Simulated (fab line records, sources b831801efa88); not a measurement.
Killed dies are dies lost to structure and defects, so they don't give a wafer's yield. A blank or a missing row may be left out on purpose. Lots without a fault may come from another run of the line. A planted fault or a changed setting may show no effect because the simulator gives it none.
fab line records | flow sky130 | part 1 of 2: steps 1 to 25 of 36
record lots=5 wafers=15 last_day=49
route steps=708 shown FIELD_ISO@24 NWELL@32 DNWELL@35 PWDE@45
lots that met no fault: from a run of the same line without faults
start_h: hours from the record's first day to the start of the lot's first wafer shown | wait_h: hours since the lot's step before | " the same as in the row above | L1.1+2: a row that stands for several wafers | - no value, or no start given | * or withheld: withheld | < > ~ a bound
route shown NAME@n: a module of which the file shows steps, and the number in the route of the first | usual: mean/standard deviation of fault-free wafers | same: alike in all rows | chamber/n: place in a boat | sites: the reading at each site | _std_site: their standard deviation | _edge_site: outer sites' mean less inner sites' | radius_mm: how far each site lies from the wafer's centre | mask NAME#n: copy n | behind: the tool/chamber that last shaped the wafer | hold: why the lot was held/for how many hours/how that ended | device: the transistor (n, p or np) that didn't switch | end of line: the same wafers' tests at the end of the route | a step without rows: its recipe alone | killed: dies lost to structure and defects at the first sort, not the wafer's yield | map: a wafer's dies, x killed, . not, _ none there
set.NAME: the setting as run; set.NAME@STEP: as run at that earlier step | model.NAME: the simulator's own value behind a step, which no gauge read
lots at some steps of the route; a table a step, a row a wafer
services: from which hour (start_h, from the record's first day; less than 0 if before it) a tool's chamber was out of use, for how many hours, and why
## steps
# step SKY_FIELD_ISO_THK_MEAS_23
# recipe reads=SiO2_of_FIELD_ISO_OXIDATION_22
# usual FIELD_ISO_OXIDATION_01_THK=9.89/0.2
# columns lot.wafer tool chamber start_h wait_h FIELD_ISO_OXIDATION_01_THK[nm]
L075.2 film_metro-01 - 35.45 0.0 10.01
L075.5 " - " " 10.03
L075.6 " - " " 9.77
L081.2 film_metro-03 - 70.98 0.0 10.39
L081.3 " - " " 10.27
L081.6 " - " " 10.14
L083.1 film_metro-02 - 81.52 0.0 9.46
L083.3 " - " " 9.63
L083.6 " - " " 9.72
L087.3 film_metro-03 - 100.55 0.0 9.67
L087.4 " - " " 9.60
L087.5 " - " " 9.55
L095.1 film_metro-01 - 141.07 0.0 9.84
L095.4 " - " " 9.93
L095.5 " - " " 9.83
# step SKY_FIELD_ISO_CVD_24
# recipe material=SiO2 target_thk_nm=595 temp_c=650 sigma_open_frac=0.3 time_s=99.2 sih4_flow_sccm=60 pressure_mtorr=6
# usual sih4_flow_sccm=60.02/0.17
# columns lot.wafer tool chamber start_h wait_h sih4_flow_sccm
L075.2 hdpcvd-01 0 35.50 0.0 60.14
L075.5 " 2 " " 59.93
L075.6 " 1 " " 59.88
L081.2 hdpcvd-02 2 71.03 0.0 60.24
L081.3 " 0 " " 60.14
L081.6 " 1 " " 60.03
L083.1 hdpcvd-02 1 81.58 0.1 60.21
L083.3 " 0 " " 59.99
L083.6 " 0 " " 60.10
L087.3 hdpcvd-01 0 100.59 0.0 59.83
L087.4 " 2 " " 59.73
L087.5 " 1 " " 59.95
L095.1 hdpcvd-01 0 141.13 0.1 59.86
L095.4 " 2 " " 59.69
L095.5 " 0 " " 59.82
# step SKY_FIELD_ISO_THK_MEAS_25
# recipe reads=SiO2_of_FIELD_ISO_CVD_24
# usual FIELD_ISO_CVD_24_THK=591/8.8
# columns lot.wafer tool chamber start_h wait_h FIELD_ISO_CVD_24_THK[nm]
L075.2 film_metro-03 - 35.58 0.0 605
L075.5 " - " " 597
L075.6 " - " " 579
L081.2 film_metro-01 - 71.11 0.0 596
L081.3 " - " " 587
L081.6 " - " " 575
L083.1 film_metro-01 - 81.65 0.0 578
L083.3 " - " " 590
L083.6 " - " " 596
L087.3 film_metro-02 - 100.68 0.1 598
L087.4 " - " " 604
L087.5 " - " " 592
L095.1 film_metro-02 - 141.20 0.0 594
L095.4 " - " " 586
L095.5 " - " " 589
# step SKY_FIELD_ISO_ANNEAL_26
# recipe temp_c=1000 time_s=1800 ambient=N2
# usual spike_tc_centre_C=1000.5/1.2 spike_tc_top_C=1009.2/2 zone_power_top_pct=36.1/0.43
# columns lot.wafer tool chamber start_h wait_h spike_tc_centre_C spike_tc_top_C zone_power_top_pct
L075.2 furnace-01 0 36.79 1.2 1000.9 1010.7 36.2
L075.5 " 0 " " 1001.3 1009.5 35.6
L075.6 " 0 " " 999.1 1008.3 35.8
L081.2 furnace-01 0 73.89 2.8 1001.7 1010.1 35.9
L081.3 " 0 " " 1000.1 1011.3 35.7
L081.6 " 0 " " 1002.7 1010.2 36.0
L083.1 furnace-01 0 85.19 3.5 1000.8 1009.7 35.7
L083.3 " 0 " " 1000.1 1010.6 36.0
L083.6 " 0 " " 999.6 1011.8 36.2
L087.3 furnace-02 0 100.72 0.0 1000.6 1005.5 36.2
L087.4 " 0 " " 1000.5 1007.9 36.0
L087.5 " 0 " " 998.5 1008.4 36.3
L095.1 furnace-01 0 141.87 0.7 1000.9 1011.7 35.6
L095.4 " 0 " " 1001.2 1010.7 36.5
L095.5 " 0 " " 1001.6 1008.9 36.1
# step SKY_FIELD_ISO_CMP_27
# recipe stop_on=Si3N4 t_overpolish_s=16 down_force_psi=4 platen_rpm=60 target_thk_nm=457.8 pad_velocity_m_s=0.94248
# usual motor_current_A=11.9/1.1 overpolish_run_s=15.999/0.0098 time_to_endpoint_s=109/4.5
# columns lot.wafer tool chamber start_h wait_h motor_current_A overpolish_run_s time_to_endpoint_s
L075.2 cmp-02 1 38.34 0.1 9.6 16.003 115
L075.6 " 0 " " 12.3 15.987 106
L075.5 " 1 " " 10.2 16.018 112
L081.3 cmp-01 0 75.44 0.1 12.1 15.999 108
L081.2 " 1 " " 9.8 16.010 111
L081.6 " 0 " " 12.2 16.001 113
L083.3 cmp-01 2 86.79 0.1 12.9 15.994 111
L083.1 " 3 " " 12.5 15.988 104
L083.6 " 1 " " 10.8 16.004 108
L087.4 cmp-02 3 102.41 0.2 11.3 15.992 109
L087.3 " 1 " " 9.9 15.990 115
L087.5 " 2 " " 13.4 16.006 104
L095.4 cmp-02 0 143.37 0.0 12.3 15.995 110
L095.1 " 1 " " 10.2 16.001 116
L095.5 " 0 " " 11.3 16.002 110
# step SKY_FIELD_ISO_WET_ETCH_28
# recipe chemistry=dHF target_depth_nm=23.7 target=SiO2 dilution=10:1 temp_c=25 time_s=47
# columns lot.wafer tool chamber start_h wait_h
L075.2+5+6 wet_bench-04 1 38.59 0.2
L081.2+3+6 wet_bench-03 1 75.69 0.1
L083.1+3+6 wet_bench-03 2 86.99 0.1
L087.3+4+5 wet_bench-03 1 102.66 0.1
L095.1+4+5 wet_bench-04 3 143.67 0.2
# step SKY_FIELD_ISO_WET_ETCH_29
# recipe chemistry=H3PO4 target_depth_nm=160 target=Si3N4 temp_c=160 time_s=1825
# columns lot.wafer tool chamber start_h wait_h
L075.2+5+6 wet_bench-01 3 38.61 0.0
L081.2+3+6 wet_bench-03 3 75.71 0.0
L083.1+3+6 wet_bench-04 2 87.02 0.0
L087.3+4+5 wet_bench-01 1 102.68 0.0
L095.1+4+5 wet_bench-01 2 143.69 0.0
# step SKY_FIELD_ISO_WET_ETCH_30
# recipe chemistry=dHF target_depth_nm=25 target=SiO2 dilution=10:1 temp_c=25 time_s=50
# columns lot.wafer tool chamber start_h wait_h
L075.2+5+6 wet_bench-04 1 39.12 0.0
L081.2+3+6 wet_bench-01 3 76.27 0.0
L083.1+3+6 wet_bench-01 3 87.53 0.0
L087.3+4+5 wet_bench-04 1 103.20 0.0
L095.1+4+5 wet_bench-03 0 144.21 0.0
# step SKY_NWELL_CLEAN_00
# recipe chemistry=SC1/SC2 mix=1:4:20 temp_c=70 time_s=150 dry=n2_spin
# columns lot.wafer tool chamber start_h wait_h
L075.2+5+6 wet_bench-03 2 39.14 0.0
L081.2+3+6 wet_bench-03 3 76.30 0.0
L083.1+3+6 wet_bench-03 2 87.56 0.0
L087.3+4+5 wet_bench-01 3 103.22 0.0
L095.1+4+5 wet_bench-04 0 144.23 0.0
# step SKY_NWELL_OXIDATION_01
# recipe temp_c=900 ambient=O2 stabilise_s=600 purge_s=300 target_thk_a=100 ox_time_s=1418
# usual spike_tc_centre_C=900.2/1.3 spike_tc_top_C=909.4/1.9 zone_power_top_pct=30.3/0.3
# columns lot.wafer tool chamber start_h wait_h spike_tc_centre_C spike_tc_top_C zone_power_top_pct
L075.2 furnace-02 0 39.50 0.3 898.4 907.9 30.5
L075.5 " 0 " " 901.4 909.2 30.3
L075.6 " 0 " " 901.1 907.7 29.8
L081.2 furnace-01 0 79.79 3.4 901.6 912.2 30.0
L081.3 " 0 " " 900.1 912.0 30.3
L081.6 " 0 " " 900.7 912.2 30.1
L083.1 furnace-02 0 88.61 1.0 900.6 908.2 30.3
L083.3 " 0 " " 898.7 908.8 30.8
L083.6 " 0 " " 899.2 908.5 30.9
L087.3 furnace-02 0 103.61 0.3 900.3 907.4 30.3
L087.4 " 0 " " 899.1 907.9 31.0
L087.5 " 0 " " 899.1 910.3 30.1
L095.1 furnace-01 0 144.78 0.5 900.8 912.6 29.5
L095.4 " 0 " " 900.3 912.7 30.1
L095.5 " 0 " " 900.6 911.3 30.2
# step SKY_NWELL_THK_MEAS_02
# recipe reads=SiO2_of_NWELL_OXIDATION_01
# usual NWELL_OXIDATION_THK=9.91/0.19
# columns lot.wafer tool chamber start_h wait_h NWELL_OXIDATION_THK[nm]
L075.2 film_metro-03 - 40.91 0.0 9.74
L075.5 " - " " 9.74
L075.6 " - " " 9.68
L081.2 film_metro-02 - 81.20 0.0 10.18
L081.3 " - " " 10.10
L081.6 " - " " 10.23
L083.1 film_metro-03 - 90.01 0.0 10.02
L083.3 " - " " 9.81
L083.6 " - " " 10.02
L087.3 film_metro-02 - 105.03 0.0 10.02
L087.4 " - " " 9.99
L087.5 " - " " 9.87
L095.1 film_metro-04 - 146.18 0.0 10.13
L095.4 " - " " 10.32
L095.5 " - " " 10.36
# step SKY_DNWELL_DEHYDRATE_00
# recipe temp_c=200 time_s=60
# usual chill_plate_temp_C=22.97/0.1
# columns lot.wafer tool chamber start_h wait_h chill_plate_temp_C
L075.2 litho_track-02 0 48.16 7.2 22.90
L075.5 " 0 " " 22.98
L075.6 " 0 " " 23.07
L081.2 litho_track-02 0 88.51 7.3 22.94
L081.3 " 0 " " 22.78
L081.6 " 0 " " 22.87
L083.1 litho_track-02 0 97.68 7.7 22.96
L083.3 " 0 " " 22.93
L083.6 " 0 " " 22.77
L087.3 litho_track-02 0 113.28 8.2 22.93
L087.4 " 0 " " 23.08
L087.5 " 0 " " 22.98
L095.1 litho_track-04 0 155.54 9.4 22.82
L095.4 " 0 " " 22.85
L095.5 " 0 " " 22.70
# step SKY_DNWELL_HMDS_01
# recipe prime_time_s=60 prime_temp_c=120
# usual chill_plate_temp_C=23.03/0.11
# same prime_time_s=60
# columns lot.wafer tool chamber start_h wait_h chill_plate_temp_C
L075.2 litho_track-02 0 48.31 0.1 23.08
L075.5 " 0 " " 22.85
L075.6 " 0 " " 22.96
L081.2 litho_track-02 0 88.66 0.1 23.12
L081.3 " 0 " " 23.09
L081.6 " 0 " " 23.20
L083.1 litho_track-02 0 97.83 0.1 22.76
L083.3 " 0 " " 22.98
L083.6 " 0 " " 22.94
L087.3 litho_track-02 0 113.43 0.1 23.13
L087.4 " 0 " " 23.12
L087.5 " 0 " " 23.01
L095.1 litho_track-04 0 155.69 0.1 23.30
L095.4 " 0 " " 23.27
L095.5 " 0 " " 23.26
# step SKY_DNWELL_COAT_02
# recipe spin_rpm=2000 resist_thk_nm=3044
# usual chill_plate_temp_C=23.01/0.12
# columns lot.wafer tool chamber start_h wait_h chill_plate_temp_C
L075.2 litho_track-02 0 48.46 0.1 22.70
L075.5 " 0 " " 22.93
L075.6 " 0 " " 22.95
L081.2 litho_track-02 0 88.81 0.1 22.98
L081.3 " 0 " " 22.92
L081.6 " 0 " " 23.10
L083.1 litho_track-02 0 97.98 0.1 22.97
L083.3 " 0 " " 22.93
L083.6 " 0 " " 23.03
L087.3 litho_track-02 0 113.58 0.1 23.07
L087.4 " 0 " " 23.28
L087.5 " 0 " " 23.18
L095.1 litho_track-04 0 155.84 0.1 23.08
L095.4 " 0 " " 22.83
L095.5 " 0 " " 22.97
# step SKY_DNWELL_SOFTBAKE_03
# recipe temp_c=110 time_s=withheld
# usual chill_plate_temp_C=22.99/0.11
# columns lot.wafer tool chamber start_h wait_h chill_plate_temp_C
L075.2 litho_track-02 0 48.62 0.1 23.07
L075.5 " 0 " " 23.28
L075.6 " 0 " " 23.25
L081.2 litho_track-02 0 88.97 0.1 23.01
L081.3 " 0 " " 22.95
L081.6 " 0 " " 22.94
L083.1 litho_track-02 0 98.13 0.1 23.10
L083.3 " 0 " " 23.09
L083.6 " 0 " " 22.99
L087.3 litho_track-02 0 113.75 0.1 22.86
L087.4 " 0 " " 23.03
L087.5 " 0 " " 22.98
L095.1 litho_track-04 0 155.99 0.1 22.90
L095.4 " 0 " " 23.02
L095.5 " 0 " " 22.90
# step SKY_DNWELL_EXPOSE_04
# recipe mask_id=DNM na=0.57 target_cd_nm=3000 dose_mj=222
# usual focus_offset_nm=0.1/0.47 reticle_temp_C=23.00/0.098
# columns lot.wafer tool chamber start_h wait_h mask focus_offset_nm reticle_temp_C
L075.2 iline_stepper-01 0 - - DNM#0 -0.5 23.06
L075.5 " 0 " " DNM#0 0.1 22.98
L075.6 " 0 " " DNM#0 -0.3 22.95
L081.2 iline_stepper-01 0 - - DNM#0 -1.0 23.02
L081.3 " 0 " " DNM#0 -0.2 23.20
L081.6 " 0 " " DNM#0 -0.3 23.10
L083.1 iline_stepper-02 0 - - DNM#0 -0.1 23.12
L083.3 " 0 " " DNM#0 0.3 22.92
L083.6 " 0 " " DNM#0 0.1 23.07
L087.3 iline_stepper-02 0 - - DNM#0 -0.1 22.84
L087.4 " 0 " " DNM#0 -0.3 22.92
L087.5 " 0 " " DNM#0 -0.1 23.02
L095.1 iline_stepper-02 0 - - DNM#0 0.5 23.01
L095.4 " 0 " " DNM#0 0.4 23.11
L095.5 " 0 " " DNM#0 0.0 23.03
# step SKY_DNWELL_PEB_05
# recipe temp_c=115 time_s=withheld
# usual chill_plate_temp_C=23.02/0.095
# columns lot.wafer tool chamber start_h wait_h chill_plate_temp_C
L075.2 litho_track-03 0 - - 23.12
L075.5 " 0 " " 22.97
L075.6 " 0 " " 23.06
L081.2 litho_track-04 0 - - 23.21
L081.3 " 0 " " 23.11
L081.6 " 0 " " 23.14
L083.1 litho_track-02 0 - - 23.04
L083.3 " 0 " " 23.13
L083.6 " 0 " " 22.97
L087.3 litho_track-03 0 - - 23.06
L087.4 " 0 " " 23.06
L087.5 " 0 " " 23.11
L095.1 litho_track-02 0 - - 23.03
L095.4 " 0 " " 22.98
L095.5 " 0 " " 22.94
# step SKY_DNWELL_DEVELOP_06
# recipe wall_angle_deg=90 developer=TMAH develop_time_s=60 dev_temp_c=23
# usual chill_plate_temp_C=23.00/0.089
# columns lot.wafer tool chamber start_h wait_h chill_plate_temp_C
L075.2 litho_track-03 0 - - 22.97
L075.5 " 0 " " 22.93
L075.6 " 0 " " 23.01
L081.2 litho_track-04 0 - - 22.96
L081.3 " 0 " " 22.91
L081.6 " 0 " " 22.93
L083.1 litho_track-02 0 - - 23.04
L083.3 " 0 " " 22.89
L083.6 " 0 " " 22.96
L087.3 litho_track-03 0 - - 22.98
L087.4 " 0 " " 23.08
L087.5 " 0 " " 22.98
L095.1 litho_track-02 0 - - 23.17
L095.4 " 0 " " 23.12
L095.5 " 0 " " 23.12
# step SKY_DNWELL_IMPLANT_07
# recipe species=P energy_kev=withheld dose_cm2=withheld tilt_deg=withheld
# same implant_ion_amu=*
# columns lot.wafer tool chamber start_h wait_h
L075.2+5+6 implanter-03 0 56.46 -
L081.2+3+6 implanter-03 0 97.61 -
L083.1+3+6 implanter-01 0 106.63 -
L087.3+4+5 implanter-03 0 122.63 -
L095.1+4+5 implanter-04 0 164.68 -
# step SKY_DNWELL_STRIP_08
# recipe chemistry=O2/N2 power_w=1400 pressure_mtorr=1500 platen_temp_c=withheld o2_flow_sccm=3000 n2_flow_sccm=300 overash_fraction=0.5
# usual drypump_motor_current_A=5.7/0.66 oes_product_au=0.722/0.0046 strip_time_to_endpoint_s=37.45/0.11
# same overash_fraction=0.5
# columns lot.wafer tool chamber start_h wait_h drypump_motor_current_A oes_product_au rf_hours_counter_h strip_time_to_endpoint_s
L075.2 plasma_asher-04 1 56.58 0.1 4.7 0.724 36 37.51
L075.5 " 1 " " 4.7 0.725 - 37.53
L075.6 " 0 " " 6.7 0.725 - 37.50
L081.2 plasma_asher-04 0 97.74 0.1 6.7 0.722 40 37.52
L081.3 " 1 " " 4.7 0.731 - 37.49
L081.6 " 0 " " 6.6 0.729 - 37.44
L083.1 plasma_asher-03 0 106.78 0.1 5.8 0.713 44 37.49
L083.3 " 0 " " 5.8 0.722 - 37.52
L083.6 " 1 " " 5.4 0.726 - 37.52
L087.3 plasma_asher-01 0 122.77 0.1 5.2 0.730 - 37.56
L087.4 " 1 " " 6.2 0.726 - 37.51
L087.5 " 0 " " 5.3 0.724 - 37.44
L095.1 plasma_asher-03 1 164.83 0.1 5.4 0.721 49 37.33
L095.4 " 0 " " 5.8 0.725 - 37.38
L095.5 " 0 " " 5.8 0.722 - 37.41
# step SKY_DNWELL_TW_MEAS_09
# usual DNWELL_TW=1112/14
# columns lot.wafer tool chamber start_h wait_h DNWELL_TW
L075.2 film_metro-02 - 56.69 0.1 1103
L075.5 " - " " 1105
L075.6 " - " " 1104
L081.2 film_metro-02 - 97.85 0.1 1113
L081.3 " - " " 1109
L081.6 " - " " 1110
L083.1 film_metro-04 - 106.88 0.1 1103
L083.3 " - " " 1104
L083.6 " - " " 1098
L087.3 film_metro-04 - 122.85 0.1 1120
L087.4 " - " " 1117
L087.5 " - " " 1109
L095.1 film_metro-02 - 164.93 0.1 1112
L095.4 " - " " 1110
L095.5 " - " " 1109
# step SKY_PWDE_DEHYDRATE_00
# recipe temp_c=200 time_s=60
# usual chill_plate_temp_C=23.01/0.1
# columns lot.wafer tool chamber start_h wait_h chill_plate_temp_C
L075.2 litho_track-01 0 63.91 7.2 23.07
L075.5 " 0 " " 23.07
L075.6 " 0 " " 23.08
L081.2 litho_track-04 0 105.61 7.8 23.01
L081.3 " 0 " " 23.08
L081.6 " 0 " " 23.04
L083.1 litho_track-04 0 115.24 8.3 22.89
L083.3 " 0 " " 23.11
L083.6 " 0 " " 23.17
L087.3 litho_track-03 0 131.78 8.9 22.97
L087.4 " 0 " " 23.04
L087.5 " 0 " " 22.98
L095.1 litho_track-04 0 174.99 10.0 23.05
L095.4 " 0 " " 22.98
L095.5 " 0 " " 23.28
# step SKY_PWDE_HMDS_01
# recipe prime_time_s=60 prime_temp_c=120
# usual chill_plate_temp_C=22.99/0.094
# same prime_time_s=60
# columns lot.wafer tool chamber start_h wait_h chill_plate_temp_C
L075.2 litho_track-01 0 64.06 0.1 23.00
L075.5 " 0 " " 22.91
L075.6 " 0 " " 23.02
L081.2 litho_track-04 0 105.76 0.1 23.15
L081.3 " 0 " " 22.91
L081.6 " 0 " " 23.06
L083.1 litho_track-04 0 115.39 0.1 23.09
L083.3 " 0 " " 23.04
L083.6 " 0 " " 23.00
L087.3 litho_track-03 0 131.93 0.1 23.06
L087.4 " 0 " " 22.93
L087.5 " 0 " " 22.98
L095.1 litho_track-04 0 175.14 0.1 23.10
L095.4 " 0 " " 22.84
L095.5 " 0 " " 22.94
# step SKY_PWDE_COAT_02
# recipe spin_rpm=2000 resist_thk_nm=3000
# usual chill_plate_temp_C=23.02/0.095
# columns lot.wafer tool chamber start_h wait_h chill_plate_temp_C
L075.2 litho_track-01 0 64.21 0.1 23.01
L075.5 " 0 " " 23.00
L075.6 " 0 " " 23.11
L081.2 litho_track-04 0 105.91 0.1 23.11
L081.3 " 0 " " 23.02
L081.6 " 0 " " 22.99
L083.1 litho_track-04 0 115.54 0.1 22.91
L083.3 " 0 " " 22.97
L083.6 " 0 " " 22.97
L087.3 litho_track-03 0 132.08 0.1 23.15
L087.4 " 0 " " 23.10
L087.5 " 0 " " 23.01
L095.1 litho_track-04 0 175.29 0.1 23.20
L095.4 " 0 " " 23.02
L095.5 " 0 " " 23.01
# step SKY_PWDE_SOFTBAKE_03
# recipe temp_c=110 time_s=withheld
# usual chill_plate_temp_C=23.00/0.11
# columns lot.wafer tool chamber start_h wait_h chill_plate_temp_C
L075.2 litho_track-01 0 64.37 0.1 22.84
L075.5 " 0 " " 22.95
L075.6 " 0 " " 23.05
L081.2 litho_track-04 0 106.07 0.1 23.04
L081.3 " 0 " " 23.07
L081.6 " 0 " " 23.28
L083.1 litho_track-04 0 115.69 0.1 23.05
L083.3 " 0 " " 22.90
L083.6 " 0 " " 22.92
L087.3 litho_track-03 0 132.25 0.1 22.96
L087.4 " 0 " " 22.85
L087.5 " 0 " " 22.95
L095.1 litho_track-04 0 175.44 0.1 22.94
L095.4 " 0 " " 22.79
L095.5 " 0 " " 23.03
